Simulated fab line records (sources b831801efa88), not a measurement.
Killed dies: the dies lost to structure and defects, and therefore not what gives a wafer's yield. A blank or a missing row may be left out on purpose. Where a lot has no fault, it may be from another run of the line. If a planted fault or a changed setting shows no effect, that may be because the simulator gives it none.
Which tool was responsible? -- flow sky130 -- at 1 step of a route of 708, 13 lots with 38 wafers sampled

WHAT THE GAUGES READ, wafer by wafer
SKY_CAPM_THK_MEAS_04: measures by xrf.
lot,measured,on,CAPM_TIN_THK (nm)
L968,day 36 13:15,film metro-02,196.7 195.6 194.4
L969,day 36 19:22,film metro-01,198.9 200.1 199.5
L970,day 37 03:49,film metro-01,198.2 195.0 200.3
L971,day 37 06:16,film metro-02,196.0 196.4 198.0
L972,day 37 19:50,film metro-04,193.9 197.8 196.4
L973,day 38 08:50,film metro-01,198.0 197.2 197.6
L975,day 39 05:34,film metro-02,194.2 195.1 194.2
L976,day 39 10:43,film metro-04,196.9 195.5 196.4
L978,day 39 22:31,film metro-04,196.7 196.5 197.9
L982,day 40 14:49,film metro-04,201.4 200.1 197.7
L984,day 41 12:43,film metro-04,192.5 196.7 197.4
L985,day 41 16:59,film metro-04,193.3 192.2
L989,day 43 07:30,film metro-01,194.3 195.3 194.8

TOOL THAT RAN EACH LOT (tool first, then ch and the chambers of the sampled wafers, then the start)
The record holds no process step before these readings.

WHAT THE TOOLS THEMSELVES READ (means of the sampled wafers that have a number; where no wafer has one, the mark that the record gives instead)
The record holds no such reading with a usual standard deviation.

THE ANSWER, worked out from the rows above alone
Rule: the usual values come from the lots themselves. The widest of any qualifying gaps counts: lots, ordered by their means at a reading, are off when they make up no more than a third of the lots, leave a main group of 4 or more, and stand apart from it by 3 or more times the standard deviation of that group's means. The tables above print the reading to a certain number of digits; a main group whose means all agree to those digits is not used. A lot without any number at a reading at which 4 lots or more have one is off too. All remaining lots with rows at the step are treated as sound. Order of review: gauges by route order, followed by the tools' own readings, for which a lot's mean as printed above is used. At the first step where some lot is off, the reading lying furthest off is the one used; lots without a number count as furthest.
Across all readings shown, no lot is off: no conclusion can be drawn from this.

WHAT THE SIMULATOR PUT IN
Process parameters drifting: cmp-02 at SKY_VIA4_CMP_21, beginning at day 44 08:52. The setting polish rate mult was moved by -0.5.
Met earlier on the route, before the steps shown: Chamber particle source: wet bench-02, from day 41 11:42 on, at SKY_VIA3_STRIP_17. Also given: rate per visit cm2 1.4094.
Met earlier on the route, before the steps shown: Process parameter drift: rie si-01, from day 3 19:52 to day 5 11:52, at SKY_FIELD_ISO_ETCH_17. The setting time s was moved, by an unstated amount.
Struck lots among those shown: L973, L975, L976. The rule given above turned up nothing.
